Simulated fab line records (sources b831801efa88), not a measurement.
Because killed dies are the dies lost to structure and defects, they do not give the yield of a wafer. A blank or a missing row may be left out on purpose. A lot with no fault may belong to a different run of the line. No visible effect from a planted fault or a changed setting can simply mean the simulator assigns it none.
Which of the tools did it?	flow gf180mcu	Sampling: 13 lots, 39 wafers, 4 of 602 route steps

== WHAT THE GAUGES READ, wafer by wafer ==
GF_M5_CD_MEAS_07 targets a cd of 280 nm. Usual: cd nm at 279.5 nm, with a standard deviation of 1.3.
lot	measured	on	cd nm (nm)	flag
L632	day 25 23:16	cd sem-01	278.7 278.5 278.3	
L633	day 26 11:44	cd sem-01	281.5 282.3 280.6	
L635	day 27 03:10	cd sem-01	279.1 279.8 277.5	
L636	day 28 11:14	cd sem-01	279.0 280.0 278.5	
L637	day 28 14:13	cd sem-01	278.6 279.7 277.6	
L640	day 28 19:37	cd sem-01	279.1 279.5 279.7	
L642	day 29 12:13	cd sem-01	282.8 281.1 281.7	
L647	day 31 08:38	cd sem-01	278.1 278.3 279.5	
L648	day 31 11:05	cd sem-02	278.5 278.1 277.5	
L649	day 31 16:38	cd sem-02	278.9 280.8 279.9	
L652	day 32 08:43	cd sem-02	278.7 280.1 279.9	
L654	day 32 20:02	cd sem-02	278.6 279.0 279.7	
L655	day 33 02:43	cd sem-02	278.1 279.0 278.1	

GF_PASSIVATION_BOW_MEAS_14. Usual: PASSIVATION_BOW typically reads 137 um, with standard deviation 11.
lot	measured	on	PASSIVATION_BOW (um)	flag
L632	day 28 19:47	film metro-03	135 137 139	
L633	day 29 10:40	film metro-03	137 122 131	
L635	day 30 01:23	film metro-02	159 165 147	
L636	day 30 13:45	film metro-02	148 136 138	
L637	day 30 21:17	film metro-02	145 154 156	
L640	day 31 05:53	film metro-03	128 121 130	
L642	day 32 00:29	film metro-02	159 146 148	
L647	day 33 15:55	film metro-01	154 154 146	
L648	day 33 17:40	film metro-03	137 149 136	
L649	day 33 23:38	film metro-01	158 147 149	
L652	day 34 14:53	film metro-02	130 139 133	
L654	day 34 23:46	film metro-01	134 138 124	
L655	day 35 05:56	film metro-01	129 130 134	

== EACH LOT AND THE TOOL THAT RAN IT (in order: tool; ch and the chambers of the sampled wafers; start) ==
lot	GF_STI_ETCH_13	GF_TOP_METAL_SPUTTER_01
L632	rie diel-02 ch 0,1,2, day 2 01:58	pvd sputter-03, day 26 22:59
L633	rie diel-04 ch 0,1, day 2 07:40	pvd sputter-01, day 27 13:29
L635	rie diel-04 ch 0,2,3, day 2 16:59	pvd sputter-03, day 28 16:44
L636	rie diel-04 ch 0,1,3, day 2 21:22	pvd sputter-03, day 28 23:27
L637	rie diel-03 ch 0,1,3, day 3 03:58	pvd sputter-04, day 29 04:50
L640	rie diel-03 ch 0,1,3, day 3 17:40	pvd sputter-01, day 29 14:01
L642	rie diel-04 ch 1,2, day 4 05:11	pvd sputter-03, day 30 10:19
L647	rie diel-04 ch 0,1,2, day 5 06:31	pvd sputter-04, day 32 04:53
L648	rie diel-02 ch 1,2,3, day 5 12:05	pvd sputter-04, day 32 07:04
L649	rie diel-02 ch 0,2,3, day 5 17:10	pvd sputter-03, day 32 12:02
L652	rie diel-02 ch 0,1,2, day 6 10:10	pvd sputter-04, day 33 04:49
L654	rie diel-02 ch 0,2,3, day 6 18:25	pvd sputter-01, day 33 15:14
L655	rie diel-03 ch 0,2, day 6 23:55	pvd sputter-01, day 33 21:07
- GF_STI_ETCH_13: etches the open film in CHF3/O2, stops on Si, target depth 282.31 nm, time 112.9 s.
- GF_TOP_METAL_SPUTTER_01: material TiN, target thk 30 nm, time 25 s.

== WHAT THE TOOLS THEMSELVES READ (means of the sampled wafers that have a number; where no wafer has one, the mark that the record gives instead) ==
GF_STI_ETCH_13. Usual: drypump motor current A 5.6 A, standard deviation 0.52; oes product au 0.833 a.u., standard deviation 0.0063; throttle valve pct 8.810 %, standard deviation 0.009.
lot	tool	drypump motor current A (A)	oes product au (a.u.)	throttle valve pct (%)	flag
L632	rie diel-02	5.7	0.838	8.814	
L633	rie diel-04	5.9	0.833	8.812	
L635	rie diel-04	6.4	0.839	8.804	
L636	rie diel-04	6.0	0.839	8.813	
L637	rie diel-03	5.2	0.827	8.814	
L640	rie diel-03	5.2	0.835	8.811	
L642	rie diel-04	5.8	0.822	8.811	
L647	rie diel-04	6.0	0.833	8.812	
L648	rie diel-02	5.5	0.832	8.810	
L649	rie diel-02	5.5	0.824	8.817	
L652	rie diel-02	5.7	0.835	8.815	
L654	rie diel-02	5.4	0.825	8.803	
L655	rie diel-03	5.2	0.833	8.810	

GF_TOP_METAL_SPUTTER_01. Usual: throttle valve pct at 30.5 %, with a standard deviation of 0.56.
lot	tool	throttle valve pct (%)	flag
L632	pvd sputter-03	30.7	
L633	pvd sputter-01	30.8	
L635	pvd sputter-03	30.7	
L636	pvd sputter-03	30.6	
L637	pvd sputter-04	30.2	
L640	pvd sputter-01	30.7	
L642	pvd sputter-03	30.7	
L647	pvd sputter-04	29.5	
L648	pvd sputter-04	30.2	
L649	pvd sputter-03	31.1	
L652	pvd sputter-04	29.7	
L654	pvd sputter-01	30.7	
L655	pvd sputter-01	30.6	

== THE ANSWER, worked out from the rows above alone ==
Rule: lot off if the mean of its wafers having a number is beyond 3 standard deviations from the usual mean. Also off: a lot with no number at a reading for which 4 or more lots have one. All remaining lots with rows at the step are treated as sound. The gauges are gone through in route order, then the tools' own readings, and for those a lot's mean is taken as printed above. The first step at which some lot is off is used, and at that step the reading that is off furthest; a lot without a number counts as furthest.
None of the lots is off at any reading shown; this tells nothing.

== WHAT THE SIMULATOR HAD INSERTED ==
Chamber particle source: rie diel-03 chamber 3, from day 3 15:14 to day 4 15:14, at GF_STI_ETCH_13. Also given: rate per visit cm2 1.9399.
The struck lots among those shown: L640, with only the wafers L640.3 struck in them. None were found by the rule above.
